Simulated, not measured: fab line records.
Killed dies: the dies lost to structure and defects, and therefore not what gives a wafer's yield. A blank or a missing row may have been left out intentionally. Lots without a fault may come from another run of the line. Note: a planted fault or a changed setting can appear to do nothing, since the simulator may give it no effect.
8D (eight disciplines) problem report, filled in by code ; flow sky130 ; the parts of the form that need people (team, actions taken, sign-off) are left out

1. THE PROBLEM
Mean METAL5_ALCU_RS at SKY_METAL5_RS_MEAS_05: 0.04140 ohm/sq over 2 wafers in 2 lots; fault-free wafers: 0.02747 ohm/sq, standard deviation 0.00028. That is +50 standard deviations from the usual mean.
The step: measures by four-point-probe.
The first sign was on wafer L153.5 at day 45 14:26, on film_metro-04. The record holds 27 wafers of 9 lots with a number at this step. Rule for "out" (also "out of limits"): further than 4 standard deviations from the usual mean. The rest of the wafers with a number are treated as sound.

2. WHAT IT IS, AND WHAT IT ISN'T
question;is;is not
which readings at this step;METAL5_ALCU_RS;-
which lots;L153, L158;L142, L144, L146, L149, L152, L162, L163
which wafers of those lots;L153.5, L158.4;L153.1, L153.3, L158.3, L158.6
read on which gauges;film_metro-04;film_metro-01, film_metro-03
when;from day 45 14:26;"up to then (14 sound wafers); but 11 sound wafers of L152, L158, L162, L163 came after"

3. THE SUSPECTS, EACH WITH WHAT RULES IT OUT
Counting: if a tool at a process step up to the reading ran every lot that is out, it stays a suspect. Sound lots after the first of them don't rule it out here, since some wafers of a struck lot are sound.
- the gauge at SKY_METAL5_RS_MEAS_05: ruled out. All the wafers that are out were read on film_metro-04, but those of them that SKY_METAL5_METAL_ETCH_15 has rows for are out there too, on other tools.
- plasma_asher-03 at SKY_VIA4_STRIP_13 (strips in O2/N2): kept. It ran every lot that is out, first L153 (day 45 12:57).
- pvd_sputter-02 at SKY_METAL5_SPUTTER_02 (material AlCu, target thk 1150 nm, time 61.2 s): kept. Ran every lot that is out, first one L153 (day 45 14:19); last sound lot up to then L144 (day 43 14:38).
After counting, plasma_asher-03 at SKY_VIA4_STRIP_13 and pvd_sputter-02 at SKY_METAL5_SPUTTER_02 remain.

4. THE CAUSE (what the simulator had put in)
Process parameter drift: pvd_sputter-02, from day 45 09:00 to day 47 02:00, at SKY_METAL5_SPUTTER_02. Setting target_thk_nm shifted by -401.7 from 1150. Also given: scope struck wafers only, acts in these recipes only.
2 suspects survive the count, and this tool is in that group.

5. THE CHAIN OF EFFECTS, in route order
Each row: a reading where the mean over the struck wafers with a number is more than 3 standard deviations away from the usual. Only readings whose record carries a usual standard deviation are examined. hours: median over the lots of the time between each lot's start at the first step of this table that gives one and its start at this step. sigmas: the change, counted in usual standard deviations.
hours;step;reading;usual;on struck wafers;change;sigmas
0;SKY_METAL5_RS_MEAS_05;METAL5_ALCU_RS;0.02747 ohm/sq;0.04140;+0.01393;+50
0;SKY_METAL5_THK_MEAS_06;METAL5_ALCU_THK;1121 nm;742;-380;-38
20;SKY_METAL5_METAL_ETCH_15;oes_product_au;0.893 a.u.;0.736;-0.157;-30
Process steps it contains:
- SKY_METAL5_METAL_ETCH_15: etches the open film in Cl2/BCl3, stops on SiO2, target depth 1260 nm, time 252 s.

6. HOW IT WOULD HAVE BEEN CAUGHT EARLIER
The first out-of-limits reading at a measuring or inspecting step in this record came at day 45 14:26, 5 hours after the fault's start at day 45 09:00.
Of the tool readings at SKY_METAL5_SPUTTER_02 for which the record gives a usual standard deviation, none was out on any struck wafer, so an alarm limit of 4 standard deviations on them would not have fired.
L158, from the lots that are out (2), started SKY_METAL5_SPUTTER_02 on pvd_sputter-02 later than day 45 14:26. A hold on the tool at that time would have spared it.
